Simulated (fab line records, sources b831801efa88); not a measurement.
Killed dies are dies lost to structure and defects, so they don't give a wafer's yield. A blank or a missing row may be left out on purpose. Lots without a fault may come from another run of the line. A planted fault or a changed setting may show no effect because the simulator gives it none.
fab line records | flow gf180mcu
record lots=5 wafers=15 last_day=34
route steps=602 shown V4@483 MIM@503
lots that met no fault: from a run of the same line without faults
start_h: hours from the record's first day to the start of the lot's first wafer shown | wait_h: hours since the lot's step before | " the same as in the row above | L1.1+2: a row that stands for several wafers | - no value, or no start given | * or withheld: withheld | < > ~ a bound
route shown NAME@n: a module of which the file shows steps, and the number in the route of the first | usual: mean/standard deviation of fault-free wafers | same: alike in all rows | chamber/n: place in a boat | sites: the reading at each site | _std_site: their standard deviation | _edge_site: outer sites' mean less inner sites' | radius_mm: how far each site lies from the wafer's centre | mask NAME#n: copy n | behind: the tool/chamber that last shaped the wafer | hold: why the lot was held/for how many hours/how that ended | device: the transistor (n, p or np) that didn't switch | end of line: the same wafers' tests at the end of the route | a step without rows: its recipe alone | killed: dies lost to structure and defects at the first sort, not the wafer's yield | map: a wafer's dies, x killed, . not, _ none there
set.NAME: the setting as run; set.NAME@STEP: as run at that earlier step | model.NAME: the simulator's own value behind a step, which no gauge read
lots at some steps of the route; a table a step, a row a wafer
services: from which hour (start_h, from the record's first day; less than 0 if before it) a tool's chamber was out of use, for how many hours, and why
## steps
# step GF_V4_HMDS_07
# recipe prime_time_s=60 prime_temp_c=120
# columns lot.wafer tool chamber start_h wait_h
L074.1+4+6 litho_track-04 0 544.90 0.1
L075.1+4+6 litho_track-04 0 554.80 0.1
L077.2+3+6 litho_track-04 0 581.67 0.1
L085.1+4+6 litho_track-01 0 637.78 0.1
L096.2+3+6 litho_track-04 0 713.57 0.1
# step GF_V4_COAT_08
# recipe resist=BARC temp_c=withheld time_s=withheld spin_rpm=withheld resist_thk_nm=withheld
# columns lot.wafer tool chamber start_h wait_h
L074.1+4+6 litho_track-04 0 545.05 0.1
L075.1+4+6 litho_track-04 0 554.95 0.1
L077.2+3+6 litho_track-04 0 581.82 0.1
L085.1+4+6 litho_track-01 0 637.93 0.1
L096.2+3+6 litho_track-04 0 713.72 0.1
# step GF_V4_COAT_09
# recipe resist=KrF spin_rpm=withheld resist_thk_nm=1000
# columns lot.wafer tool chamber start_h wait_h
L074.1+4+6 litho_track-04 0 - -
L075.1+4+6 litho_track-04 0 - -
L077.2+3+6 litho_track-04 0 - -
L085.1+4+6 litho_track-01 0 - -
L096.2+3+6 litho_track-04 0 - -
# step GF_V4_SOFTBAKE_10
# recipe temp_c=130 time_s=60 resist=KrF
# usual heater_power_total_W=93.07/0.054
# columns lot.wafer tool chamber start_h wait_h heater_power_total_W
L074.1 litho_track-04 0 - - 93.06
L074.4 " 0 " " 93.11
L074.6 " 0 " " 93.05
L075.1 litho_track-04 0 - - 93.10
L075.4 " 0 " " 92.96
L075.6 " 0 " " 93.10
L077.2 litho_track-04 0 - - 93.11
L077.3 " 0 " " 93.06
L077.6 " 0 " " 93.08
L085.1 litho_track-01 0 - - 93.01
L085.4 " 0 " " 93.05
L085.6 " 0 " " 93.05
L096.2 litho_track-04 0 - - 93.04
L096.3 " 0 " " 93.06
L096.6 " 0 " " 93.07
# step GF_V4_EXPOSE_11
# recipe mask_id=Via4 target_cd_nm=260 na=0.68 source_shape=conventional sigma_outer=0.6 dose_mj=38
# columns lot.wafer tool chamber start_h wait_h mask
L074.1+4+6 krf_scanner-02 0 - - Via4#0
L075.1+4+6 krf_scanner-02 0 - - Via4#0
L077.2+3+6 krf_scanner-01 0 - - Via4#0
L085.1+4+6 krf_scanner-02 0 - - Via4#0
L096.2+3+6 krf_scanner-01 0 - - Via4#0
# step GF_V4_PEB_12
# recipe peb_temp_c=135 peb_time_s=90 resist=KrF
# usual heater_power_total_W=85.70/0.084
# columns lot.wafer tool chamber start_h wait_h heater_power_total_W
L074.1 litho_track-04 0 - - 85.66
L074.4 " 0 " " 85.67
L074.6 " 0 " " 85.67
L075.1 litho_track-04 0 - - 85.78
L075.4 " 0 " " 85.77
L075.6 " 0 " " 85.75
L077.2 litho_track-03 0 - - 85.84
L077.3 " 0 " " 85.73
L077.6 " 0 " " 85.75
L085.1 litho_track-01 0 - - 85.57
L085.4 " 0 " " 85.71
L085.6 " 0 " " 85.89
L096.2 litho_track-01 0 - - 85.74
L096.3 " 0 " " 85.64
L096.6 " 0 " " 85.70
# step GF_V4_DEVELOP_13
# recipe develop_time_s=60 resist=KrF dev_temp_c=21
# columns lot.wafer tool chamber start_h wait_h
L074.1+4+6 litho_track-04 0 555.95 0.2
L075.1+4+6 litho_track-04 0 566.10 0.2
L077.2+3+6 litho_track-03 0 593.07 0.2
L085.1+4+6 litho_track-01 0 647.48 0.2
L096.2+3+6 litho_track-01 0 723.76 0.2
# step GF_V4_CD_MEAS_14
# recipe target_cd_nm=260
# usual cd_nm=259.5/1.3
# columns lot.wafer tool chamber start_h wait_h cd_nm
L074.1 cd_sem-02 - 556.10 0.1 261.5
L074.4 " - " " 259.3
L074.6 " - " " 261.0
L075.1 cd_sem-02 - 566.25 0.1 259.2
L075.4 " - " " 259.0
L075.6 " - " " 258.9
L077.2 cd_sem-01 - 593.22 0.1 259.1
L077.3 " - " " 258.9
L077.6 " - " " 258.6
L085.1 cd_sem-02 - 647.63 0.1 260.5
L085.4 " - " " 259.8
L085.6 " - " " 260.2
L096.2 cd_sem-01 - 723.90 0.1 257.9
L096.3 " - " " 257.6
L096.6 " - " " 258.6
# step GF_V4_OVL_MEAS_15
# usual V4_OVL=-1/5.1
# columns lot.wafer tool chamber start_h wait_h V4_OVL[nm]
L074.1 overlay-02 - 556.22 0.1 -1
L074.4 " - " " 1
L074.6 " - " " 6
L075.1 overlay-01 - 566.37 0.1 -7
L075.4 " - " " -1
L075.6 " - " " -3
L077.2 overlay-02 - 593.32 0.1 0
L077.3 " - " " -1
L077.6 " - " " -7
L085.1 overlay-02 - 647.75 0.1 3
L085.4 " - " " 1
L085.6 " - " " -1
L096.2 overlay-01 - 724.01 0.1 -4
L096.3 " - " " -1
L096.6 " - " " 0
# step GF_V4_ETCH_16
# recipe chemistry=N2/H2 target_depth_a=withheld overetch_a=withheld time_s=withheld target=BARC ion_energy_ev=200 source_w=500 bias_w=100 pressure_mtorr=30 n2_flow_sccm=100 h2_flow_sccm=200
# usual drypump_motor_current_A=5.8/0.44 h2_flow_sccm=200.0/0.63 oes_product_au=0.855/0.0051 throttle_valve_pct=13.226/0.0091
# columns lot.wafer tool chamber start_h wait_h drypump_motor_current_A h2_flow_sccm oes_product_au throttle_valve_pct
L074.1 rie_diel-03 0 556.25 0.0 5.7 199.8 0.846 13.222
L074.4 " 1 " " 6.0 199.6 0.863 13.219
L074.6 " 3 " " 6.4 199.4 0.859 13.223
L075.1 rie_diel-02 1 566.40 0.0 6.6 199.5 0.859 13.227
L075.4 " 2 " " 6.1 200.0 0.852 13.211
L075.6 " 2 " " 6.1 199.7 0.855 13.228
L077.2 rie_diel-03 0 593.35 0.0 5.7 199.8 0.853 13.216
L077.3 " 2 " " 5.9 200.1 0.855 13.226
L077.6 " 3 " " 6.4 200.7 0.859 13.224
L085.1 rie_diel-01 3 647.79 0.0 5.0 200.0 0.861 13.232
L085.4 " 0 " " 5.7 198.9 0.858 13.219
L085.6 " 3 " " 5.0 199.8 0.850 13.232
L096.2 rie_diel-03 0 724.04 0.0 5.8 200.0 0.866 13.226
L096.3 " 1 " " 6.0 199.7 0.856 13.227
L096.6 " 1 " " 6.0 200.2 0.859 13.233
# step GF_V4_ETCH_17
# recipe chemistry=C4F8/O2/Ar mask_material=KrF target=SiO2 stop_on=TiN source_w=1500 bias_w=1200 pressure_mtorr=40 c4f8_flow_sccm=withheld O2_flow_sccm=6 Ar_flow_sccm=300 time_s=withheld target_depth_a=6300
# usual oes_product_au=0.856/0.0045
# columns lot.wafer tool chamber start_h wait_h oes_product_au
L074.1 rie_diel-03 0 - - 0.856
L074.4 " 1 " " 0.854
L074.6 " 3 " " 0.850
L075.1 rie_diel-02 1 - - 0.849
L075.4 " 2 " " 0.854
L075.6 " 2 " " 0.848
L077.2 rie_diel-03 0 - - 0.863
L077.3 " 2 " " 0.865
L077.6 " 3 " " 0.852
L085.1 rie_diel-01 3 - - 0.853
L085.4 " 0 " " 0.857
L085.6 " 3 " " 0.869
L096.2 rie_diel-03 0 - - 0.858
L096.3 " 1 " " 0.857
L096.6 " 1 " " 0.864
# step GF_V4_STRIP_18
# recipe chemistry=O2/N2 power_w=1400 pressure_mtorr=1500 platen_temp_c=250 o2_flow_sccm=3000 n2_flow_sccm=300 overash_fraction=0.5
# usual drypump_motor_current_A=5.6/0.56 heater_power_w=339/32 o2_flow_sccm=3000/8.3 oes_product_au=0.593/0.0055
# columns lot.wafer tool chamber start_h wait_h drypump_motor_current_A heater_power_w o2_flow_sccm oes_product_au rf_hours_counter_h
L074.1 plasma_asher-01 0 556.38 - 5.3 318 3007 0.592 85
L074.4 " 0 " " 5.3 318 2998 0.591 -
L074.6 " 1 " " 5.6 397 2983 0.590 -
L075.1 plasma_asher-02 0 566.53 - 6.3 312 3007 0.592 14
L075.4 " 1 " " 4.9 312 3007 0.591 -
L075.6 " 1 " " 4.9 312 2998 0.600 -
L077.2 plasma_asher-01 0 593.48 - 5.3 318 3001 0.584 89
L077.3 " 0 " " 5.3 309 2988 0.600 -
L077.6 " 0 " " 5.3 316 2989 0.598 -
L085.1 plasma_asher-02 0 647.92 - 6.3 310 3005 0.587 23
L085.4 " 0 " " 6.3 305 2999 0.582 -
L085.6 " 1 " " 5.0 310 3017 0.585 -
L096.2 plasma_asher-04 0 724.17 - 6.3 323 3003 0.580 59
L096.3 " 1 " " 5.0 376 2997 0.599 -
L096.6 " 1 " " 4.9 377 3006 0.585 -
# step GF_V4_STRIP_19
# recipe chemistry=post_etch_residue_remover time_s=1200 temp_c=72.5
# usual bath_heat_duty_pct=13.8/1.7
# columns lot.wafer tool chamber start_h wait_h bath_heat_duty_pct
L074.1 wet_bench-03 1 556.48 0.1 12.2
L074.4 " 1 " " 13.7
L074.6 " 1 " " 12.7
L075.1 wet_bench-02 0 566.63 0.1 16.2
L075.4 " 0 " " 17.6
L075.6 " 0 " " 16.4
L077.2 wet_bench-02 0 593.58 0.1 17.9
L077.3 " 0 " " 17.0
L077.6 " 0 " " 18.0
L085.1 wet_bench-03 2 648.02 0.1 15.4
L085.4 " 2 " " 15.5
L085.6 " 2 " " 15.2
L096.2 wet_bench-02 0 724.27 0.1 16.2
L096.3 " 0 " " 15.4
L096.6 " 0 " " 17.6
# step GF_V4_CLEAN_20
# recipe chemistry=DIW dry=n2_spin
# columns lot.wafer tool chamber start_h wait_h
L074.1+4+6 wet_bench-02 2 556.85 0.0
L075.1+4+6 wet_bench-01 1 566.97 0.0
L077.2+3+6 wet_bench-01 3 593.92 0.0
L085.1+4+6 wet_bench-01 3 648.36 0.0
L096.2+3+6 wet_bench-02 2 724.67 0.0
# step GF_V4_SPUTTER_21
# recipe material=Ti target_thk_nm=15 chamber_pressure_pa=5 power_w=2500 substrate_temp_c=200 time_s=80.02
# usual throttle_valve_pct=29.7/0.97
# columns lot.wafer tool chamber start_h wait_h throttle_valve_pct
L074.1 pvd_sputter-01 - 556.95 0.0 28.7
L074.4 " - " " 28.8
L074.6 " - " " 31.0
L075.1 pvd_sputter-01 - 567.07 0.0 29.0
L075.4 " - " " 30.9
L075.6 " - " " 28.9
L077.2 pvd_sputter-04 - 594.01 0.0 29.7
L077.3 " - " " 30.8
L077.6 " - " " 29.7
L085.1 pvd_sputter-01 - 648.45 0.0 28.8
L085.4 " - " " 28.9
L085.6 " - " " 29.1
L096.2 pvd_sputter-01 - 724.78 0.0 29.1
L096.3 " - " " 28.8
L096.6 " - " " 28.9
# step GF_V4_SPUTTER_22
# recipe material=TiN target_thk_nm=10 chamber_pressure_pa=5 power_w=4000 time_s=40
# usual throttle_valve_pct=29.7/0.99
# columns lot.wafer tool chamber start_h wait_h throttle_valve_pct
L074.1 pvd_sputter-01 - 557.01 0.0 29.2
L074.4 " - " " 28.9
L074.6 " - " " 31.1
L075.1 pvd_sputter-01 - 567.13 0.0 28.9
L075.4 " - " " 30.8
L075.6 " - " " 28.6
L077.2 pvd_sputter-04 - 594.08 0.0 29.8
L077.3 " - " " 30.8
L077.6 " - " " 29.8
L085.1 pvd_sputter-01 - 648.51 0.0 28.7
L085.4 " - " " 28.7
L085.6 " - " " 29.0
L096.2 pvd_sputter-01 - 724.84 0.0 28.8
L096.3 " - " " 28.9
L096.6 " - " " 28.9
# step GF_V4_CVD_23
# recipe material=W target_thk_nm=350 time_s=104.9 temp_c=400 pressure_torr=40
# usual heater_power_w=843/61
# columns lot.wafer tool chamber start_h wait_h heater_power_w since_wet_clean_h
L074.1 cvd_w-01 1 557.05 0.0 825 653
L074.4 " 0 " " 766 -
L074.6 " 0 " " 762 -
L075.1 cvd_w-02 0 567.17 0.0 957 163
L075.4 " 1 " " 878 -
L075.6 " 0 " " 918 -
L077.2 cvd_w-01 1 594.11 0.0 837 690
L077.3 " 0 " " 776 -
L077.6 " 0 " " 771 -
L085.1 cvd_w-02 0 648.55 0.0 932 245
L085.4 " 0 " " 957 -
L085.6 " 1 " " 874 -
L096.2 cvd_w-01 0 724.88 0.0 750 821
L096.3 " 1 " " 861 -
L096.6 " 0 " " 758 -
# step GF_V4_RS_MEAS_24
# recipe thk_meas_gauge=four-point-probe reads=W_of_V4_CVD_23+TiN_of_V4_SPUTTER_22+Ti_of_V4_SPUTTER_21
# usual V4_W_RS=0.330/0.004
# columns lot.wafer tool chamber start_h wait_h V4_W_RS[ohm/sq]
L074.1 film_metro-03 - 557.16 0.1 0.338
L074.4 " - " " 0.332
L074.6 " - " " 0.336
L075.1 film_metro-01 - 567.28 0.1 0.327
L075.4 " - " " 0.330
L075.6 " - " " 0.326
L077.2 film_metro-01 - 594.25 0.1 0.335
L077.3 " - " " 0.331
L077.6 " - " " 0.331
L085.1 film_metro-02 - 648.66 0.1 0.334
L085.4 " - " " 0.328
L085.6 " - " " 0.336
L096.2 film_metro-03 - 725.02 0.1 0.324
L096.3 " - " " 0.332
L096.6 " - " " 0.325
# step GF_V4_THK_MEAS_25
# recipe thk_meas_gauge=xrf reads=W_of_V4_CVD_23
# usual V4_W_THK=343/4.9
# columns lot.wafer tool chamber start_h wait_h V4_W_THK[nm]
L074.1 film_metro-03 - 557.28 0.1 333
L074.4 " - " " 338
L074.6 " - " " 333
L075.1 film_metro-01 - 567.40 0.1 344
L075.4 " - " " 344
L075.6 " - " " 347
L077.2 film_metro-01 - 594.36 0.1 339
L077.3 " - " " 341
L077.6 " - " " 343
L085.1 film_metro-02 - 648.78 0.1 340
L085.4 " - " " 347
L085.6 " - " " 340
L096.2 film_metro-03 - 725.13 0.1 346
L096.3 " - " " 336
L096.6 " - " " 345
# step GF_V4_CMP_26
# recipe stop_on=SiO2 down_force_psi=3.5 platen_rpm=60 t_overpolish_s=15 target_thk_nm=0 pad_velocity_m_s=0.94248
# usual motor_current_A=11.0/1.3 overpolish_run_s=15.001/0.009 time_to_endpoint_s=84/3
# columns lot.wafer tool chamber start_h wait_h motor_current_A overpolish_run_s time_to_endpoint_s
L074.1 cmp-02 0 557.34 0.1 12.0 15.012 80
L074.4 " 2 " " 10.4 15.001 83
L074.6 " 1 " " 9.0 14.995 80
L075.4 cmp-01 3 567.46 0.0 11.1 15.010 86
L075.1 " 0 " " 10.7 14.988 85
L075.6 " 0 " " 10.1 14.990 87
L077.2 cmp-01 2 594.46 0.1 9.4 14.992 82
L077.3 " 3 " " 10.8 15.000 84
L077.6 " 2 " " 9.3 14.991 86
L085.1 cmp-01 1 648.84 0.1 13.5 15.009 84
L085.4 " 3 " " 10.3 15.005 88
L085.6 " 2 " " 9.4 15.015 85
L096.2 cmp-02 2 725.36 0.2 11.2 15.010 86
L096.3 " 1 " " 9.7 15.006 80
L096.6 " 2 " " 10.6 14.997 83
# step GF_MIM_SPUTTER_00
# recipe material=Ti target_thk_nm=37.5 arriving_ion_energy_ev=80 substrate_temp_c=200 chamber_pressure_pa=2 power_w=4000 time_s=150
# usual throttle_valve_pct=29.7/0.87
# columns lot.wafer tool chamber start_h wait_h throttle_valve_pct
L074.1 pvd_sputter-03 - 557.64 0.2 30.8
L074.4 " - " " 30.5
L074.6 " - " " 30.8
L075.1 pvd_sputter-03 - 567.76 0.2 29.7
L075.4 " - " " 29.2
L075.6 " - " " 29.3
L077.2 pvd_sputter-03 - 594.71 0.2 31.1
L077.3 " - " " 29.7
L077.6 " - " " 30.4
L085.1 pvd_sputter-01 - 649.14 0.2 30.9
L085.4 " - " " 28.6
L085.6 " - " " 28.9
L096.2 pvd_sputter-01 - 725.66 0.2 29.0
L096.3 " - " " 28.8
L096.6 " - " " 28.9
# step GF_MIM_SPUTTER_01
# recipe material=TiN target_thk_nm=30 power_w=6500 time_s=25 chamber_pressure_pa=0.4
# usual throttle_valve_pct=29.7/0.87
# columns lot.wafer tool chamber start_h wait_h throttle_valve_pct
L074.1 pvd_sputter-03 - 557.74 0.1 30.6
L074.4 " - " " 30.9
L074.6 " - " " 30.6
L075.1 pvd_sputter-03 - 567.86 0.1 29.8
L075.4 " - " " 28.9
L075.6 " - " " 29.6
L077.2 pvd_sputter-03 - 594.81 0.1 30.8
L077.3 " - " " 29.5
L077.6 " - " " 30.7
L085.1 pvd_sputter-01 - 649.24 0.1 30.9
L085.4 " - " " 28.6
L085.6 " - " " 28.8
L096.2 pvd_sputter-01 - 725.76 0.1 28.6
L096.3 " - " " 28.9
L096.6 " - " " 29.0
# step GF_MIM_SPUTTER_02
# recipe material=AlCu target_thk_nm=450 power_w=10600 time_s=23.9 chamber_pressure_pa=0.4
# usual throttle_valve_pct=29.7/0.88
# columns lot.wafer tool chamber start_h wait_h throttle_valve_pct
L074.1 pvd_sputter-03 - 557.77 0.0 30.3
L074.4 " - " " 30.8
L074.6 " - " " 30.8
L075.1 pvd_sputter-03 - 567.89 0.0 29.7
L075.4 " - " " 29.1
L075.6 " - " " 29.8
L077.2 pvd_sputter-03 - 594.84 0.0 31.1
L077.3 " - " " 29.7
L077.6 " - " " 30.4
L085.1 pvd_sputter-01 - 649.27 0.0 31.0
L085.4 " - " " 28.8
L085.6 " - " " 29.1
L096.2 pvd_sputter-01 - 725.79 0.0 28.7
L096.3 " - " " 28.9
L096.6 " - " " 28.8
# step GF_MIM_SPUTTER_03
# recipe material=Ti target_thk_nm=10 substrate_temp_c=300 chamber_pressure_pa=0.3 power_w=3000 time_s=6.7
# usual throttle_valve_pct=29.7/0.89
# columns lot.wafer tool chamber start_h wait_h throttle_valve_pct
L074.1 pvd_sputter-03 - 557.80 0.0 30.6
L074.4 " - " " 31.0
L074.6 " - " " 30.7
L075.1 pvd_sputter-03 - 567.92 0.0 29.6
L075.4 " - " " 29.2
L075.6 " - " " 29.5
L077.2 pvd_sputter-03 - 594.87 0.0 30.8
L077.3 " - " " 29.5
L077.6 " - " " 30.6
L085.1 pvd_sputter-01 - 649.30 0.0 30.7
L085.4 " - " " 29.0
L085.6 " - " " 29.2
L096.2 pvd_sputter-01 - 725.82 0.0 28.8
L096.3 " - " " 28.7
L096.6 " - " " 28.9
# step GF_MIM_SPUTTER_04
# recipe material=TiN target_thk_nm=50 power_w=6500 time_s=41.7 chamber_pressure_pa=0.4
# usual throttle_valve_pct=29.7/0.91
# columns lot.wafer tool chamber start_h wait_h throttle_valve_pct
L074.1 pvd_sputter-03 - 557.82 0.0 30.8
L074.4 " - " " 30.8
L074.6 " - " " 30.7
L075.1 pvd_sputter-03 - 567.94 0.0 29.6
L075.4 " - " " 28.7
L075.6 " - " " 29.9
L077.2 pvd_sputter-03 - 594.89 0.0 30.9
L077.3 " - " " 29.3
L077.6 " - " " 30.8
L085.1 pvd_sputter-01 - 649.32 0.0 30.7
L085.4 " - " " 28.5
L085.6 " - " " 29.0
L096.2 pvd_sputter-01 - 725.84 0.0 28.7
L096.3 " - " " 29.1
L096.6 " - " " 28.6
# step GF_MIM_CVD_05
# recipe material=Si3N4 target_thk_nm=42 temp_max_c=400 temp_c=385 time_s=29.086 rf_w=450
# usual heater_power_w=660/130
# columns lot.wafer tool chamber start_h wait_h heater_power_w since_wet_clean_h
L074.1 pecvd-04 1 557.86 0.0 519 383
L074.4 " 0 " " 690 -
L074.6 " 2 " " 623 -
L075.1 pecvd-01 2 567.98 0.0 609 602
L075.4 " 1 " " 836 -
L075.6 " 2 " " 610 -
L077.2 pecvd-04 0 594.93 0.0 762 420
L077.3 " 2 " " 652 420
L077.6 " 1 " " 557 -
L085.1 pecvd-01 1 649.36 0.0 757 683
L085.4 " 0 " " 530 -
L085.6 " 2 " " 532 -
L096.2 pecvd-03 2 725.88 0.0 841 343
L096.3 " 1 " " 687 343
L096.6 " 1 " " 701 -
# step GF_MIM_THK_MEAS_06
# recipe reads=Si3N4_of_MIM_CVD_05
# usual MIM_CVD_05_THK=42.0/0.56
# columns lot.wafer tool chamber start_h wait_h MIM_CVD_05_THK[nm]
L074.1 film_metro-02 - 557.89 0.0 41.4
L074.4 " - " " 42.6
L074.6 " - " " 42.5
L075.1 film_metro-02 - 568.01 0.0 40.8
L075.4 " - " " 42.5
L075.6 " - " " 42.1
L077.2 film_metro-04 - 594.97 0.0 42.0
L077.3 " - " " 42.2
L077.6 " - " " 43.1
L085.1 film_metro-02 - 649.40 0.0 42.4
L085.4 " - " " 42.7
L085.6 " - " " 42.9
L096.2 film_metro-04 - 725.92 0.0 41.5
L096.3 " - " " 41.1
L096.6 " - " " 42.4
# step GF_MIM_SPUTTER_07
# recipe material=TiN target_thk_nm=60 power_w=6500 time_s=50 chamber_pressure_pa=0.4
# usual throttle_valve_pct=29.8/0.92
# columns lot.wafer tool chamber start_h wait_h throttle_valve_pct
L074.1 pvd_sputter-04 - 557.95 0.1 29.8
L074.4 " - " " 28.2
L074.6 " - " " 30.7
L075.1 pvd_sputter-04 - 568.07 0.1 30.8
L075.4 " - " " 30.0
L075.6 " - " " 29.9
L077.2 pvd_sputter-04 - 595.02 0.0 30.9
L077.3 " - " " 29.3
L077.6 " - " " 29.8
L085.1 pvd_sputter-03 - 649.46 0.1 31.0
L085.4 " - " " 28.9
L085.6 " - " " 30.8
L096.2 pvd_sputter-04 - 725.97 0.0 29.7
L096.3 " - " " 31.3
L096.6 " - " " 31.2
# step GF_MIM_SPUTTER_08
# recipe material=AlCu target_thk_nm=200 power_w=10600 time_s=10.6 chamber_pressure_pa=0.4
# usual throttle_valve_pct=29.8/0.93
# columns lot.wafer tool chamber start_h wait_h throttle_valve_pct
L074.1 pvd_sputter-04 - 558.00 0.0 29.7
L074.4 " - " " 28.2
L074.6 " - " " 31.1
L075.1 pvd_sputter-04 - 568.12 0.0 30.9
L075.4 " - " " 30.0
L075.6 " - " " 29.8
L077.2 pvd_sputter-04 - 595.06 0.0 31.1
L077.3 " - " " 29.6
L077.6 " - " " 29.7
L085.1 pvd_sputter-03 - 649.50 0.0 30.7
L085.4 " - " " 29.0
L085.6 " - " " 30.9
L096.2 pvd_sputter-04 - 726.01 0.0 29.4
L096.3 " - " " 30.7
L096.6 " - " " 30.6
# step GF_MIM_SPUTTER_09
# recipe material=TiN target_thk_nm=35 power_w=6500 time_s=29.2 chamber_pressure_pa=0.4
# usual throttle_valve_pct=29.7/0.89
# columns lot.wafer tool chamber start_h wait_h throttle_valve_pct
L074.1 pvd_sputter-04 - 558.02 0.0 29.8
L074.4 " - " " 28.7
L074.6 " - " " 30.7
L075.1 pvd_sputter-04 - 568.14 0.0 30.8
L075.4 " - " " 30.0
L075.6 " - " " 29.8
L077.2 pvd_sputter-04 - 595.09 0.0 30.6
L077.3 " - " " 29.4
L077.6 " - " " 29.8
L085.1 pvd_sputter-03 - 649.52 0.0 31.0
L085.4 " - " " 29.2
L085.6 " - " " 30.9
L096.2 pvd_sputter-04 - 726.04 0.0 29.5
L096.3 " - " " 31.0
L096.6 " - " " 31.0
# step GF_MIM_RS_MEAS_10
# recipe thk_meas_gauge=four-point-probe reads=TiN_of_MIM_SPUTTER_09+AlCu_of_MIM_SPUTTER_08+TiN_of_MIM_SPUTTER_07
# usual MIM_ALCU_RS=0.1595/0.0021
# columns lot.wafer tool chamber start_h wait_h MIM_ALCU_RS[ohm/sq]
L074.1 film_metro-03 - 558.05 0.0 0.1606
L074.4 " - " " 0.1607
L074.6 " - " " 0.1601
L075.1 film_metro-04 - 568.17 0.0 0.1589
L075.4 " - " " 0.1604
L075.6 " - " " 0.1623
L077.2 film_metro-03 - 595.14 0.0 0.1601
L077.3 " - " " 0.1594
L077.6 " - " " 0.1611
L085.1 film_metro-03 - 649.56 0.0 0.1536
L085.4 " - " " 0.1566
L085.6 " - " " 0.1536
L096.2 film_metro-04 - 726.09 0.0 0.1558
L096.3 " - " " 0.1590
L096.6 " - " " 0.1568
# step GF_MIM_THK_MEAS_11
# recipe thk_meas_gauge=xrf reads=AlCu_of_MIM_SPUTTER_08
# usual MIM_ALCU_THK=204/3
# columns lot.wafer tool chamber start_h wait_h MIM_ALCU_THK[nm]
L074.1 film_metro-03 - 558.17 0.1 201
L074.4 " - " " 200
L074.6 " - " " 201
L075.1 film_metro-04 - 568.29 0.1 203
L075.4 " - " " 203
L075.6 " - " " 200
L077.2 film_metro-03 - 595.25 0.1 200
L077.3 " - " " 201
L077.6 " - " " 200
L085.1 film_metro-03 - 649.68 0.1 211
L085.4 " - " " 207
L085.6 " - " " 210
L096.2 film_metro-04 - 726.20 0.1 208
L096.3 " - " " 205
L096.6 " - " " 205
# step GF_MIM_DEHYDRATE_12
# recipe temp_c=200 time_s=60
# usual heater_power_total_W=160.38/0.13
# columns lot.wafer tool chamber start_h wait_h heater_power_total_W
L074.1 litho_track-03 0 568.55 10.4 160.35
L074.4 " 0 " " 160.62
L074.6 " 0 " " 160.22
L075.1 litho_track-03 0 578.40 10.1 160.28
L075.4 " 0 " " 160.65
L075.6 " 0 " " 160.28
L077.2 litho_track-01 0 604.81 9.5 160.28
L077.3 " 0 " " 160.52
L077.6 " 0 " " 160.46
L085.1 litho_track-03 0 658.35 8.7 160.29
L085.4 " 0 " " 160.45
L085.6 " 0 " " 160.64
L096.2 litho_track-02 0 733.76 7.5 160.41
L096.3 " 0 " " 160.20
L096.6 " 0 " " 160.33
# step GF_MIM_HMDS_13
# recipe prime_time_s=60 prime_temp_c=120
# columns lot.wafer tool chamber start_h wait_h
L074.1+4+6 litho_track-03 0 568.70 0.1
L075.1+4+6 litho_track-03 0 578.55 0.1
L077.2+3+6 litho_track-01 0 604.96 0.1
L085.1+4+6 litho_track-03 0 658.50 0.1
L096.2+3+6 litho_track-02 0 733.91 0.1
# step GF_MIM_COAT_14
# recipe resist=NOVOLAK spin_rpm=3000 resist_thk_nm=1000
# columns lot.wafer tool chamber start_h wait_h
L074.1+4+6 litho_track-03 0 568.85 0.1
L075.1+4+6 litho_track-03 0 578.70 0.1
L077.2+3+6 litho_track-01 0 605.11 0.1
L085.1+4+6 litho_track-03 0 658.65 0.1
L096.2+3+6 litho_track-02 0 734.06 0.1
# step GF_MIM_SOFTBAKE_15
# recipe temp_c=90 time_s=60 resist=NOVOLAK
# usual heater_power_total_W=56.60/0.045
# columns lot.wafer tool chamber start_h wait_h heater_power_total_W
L074.1 litho_track-03 0 569.00 0.1 56.60
L074.4 " 0 " " 56.62
L074.6 " 0 " " 56.62
L075.1 litho_track-03 0 578.85 0.1 56.55
L075.4 " 0 " " 56.57
L075.6 " 0 " " 56.63
L077.2 litho_track-01 0 605.26 0.1 56.66
L077.3 " 0 " " 56.59
L077.6 " 0 " " 56.56
L085.1 litho_track-03 0 658.80 0.1 56.59
L085.4 " 0 " " 56.58
L085.6 " 0 " " 56.63
L096.2 litho_track-02 0 734.21 0.1 56.56
L096.3 " 0 " " 56.59
L096.6 " 0 " " 56.56
# step GF_MIM_EXPOSE_16
# recipe mask_id=FuseTop target_cd_nm=2000 na=0.6 source_shape=conventional sigma_outer=0.6 dose_mj=140
# columns lot.wafer tool chamber start_h wait_h mask
L074.1+4+6 iline_stepper-01 0 - - FuseTop#0
L075.1+4+6 iline_stepper-02 0 - - FuseTop#0
L077.2+3+6 iline_stepper-01 0 - - FuseTop#0
L085.1+4+6 iline_stepper-01 0 - - FuseTop#0
L096.2+3+6 iline_stepper-02 0 - - FuseTop#0
# step GF_MIM_PEB_17
# recipe temp_c=withheld time_s=* resist=NOVOLAK
# columns lot.wafer tool chamber start_h wait_h
L074.1+4+6 litho_track-01 0 - -
L075.1+4+6 litho_track-02 0 - -
L077.2+3+6 litho_track-03 0 - -
L085.1+4+6 litho_track-02 0 - -
L096.2+3+6 litho_track-03 0 - -
# step GF_MIM_DEVELOP_18
# recipe develop_time_s=60 dev_temp_c=23
# columns lot.wafer tool chamber start_h wait_h
L074.1+4+6 litho_track-01 0 579.38 0.1
L075.1+4+6 litho_track-02 0 590.03 0.1
L077.2+3+6 litho_track-03 0 616.02 0.1
L085.1+4+6 litho_track-02 0 668.58 0.1
L096.2+3+6 litho_track-03 0 742.87 0.1
## services
# columns tool chamber start_h hours kind
cvd_w-01 0 529.48 1.9 repair
cmp-01 - 557.04 1.3 repair
iline_stepper-01 - 557.47 3.6 repair
rie_diel-03 - 565.76 2.8 pm
krf_scanner-02 - 568.62 0.8 pm
cmp-01 - 572.10 4.0 pm
wet_bench-02 - 574.87 4.0 repair
krf_scanner-02 - 580.53 1.3 pm
rie_diel-03 3 581.47 8.9 repair
rie_diel-03 1 592.25 3.3 repair
wet_bench-02 - 627.64 3.2 repair
krf_scanner-02 - 636.19 1.0 pm
pvd_sputter-03 - 645.80 3.4 repair
krf_scanner-02 - 658.50 1.0 repair
cmp-01 - 681.57 2.3 repair
cmp-01 - 690.19 0.9 repair
iline_stepper-01 - 693.22 1.7 pm
wet_bench-02 - 695.56 4.3 repair
pvd_sputter-04 - 708.70 14.7 repair
cmp-01 - 724.37 4.4 repair
pvd_sputter-03 - 725.66 1.5 repair
iline_stepper-01 - 735.14 2.1 pm
krf_scanner-02 - 737.42 0.8 pm
rie_diel-03 3 738.19 5.5 repair
## key
fault none
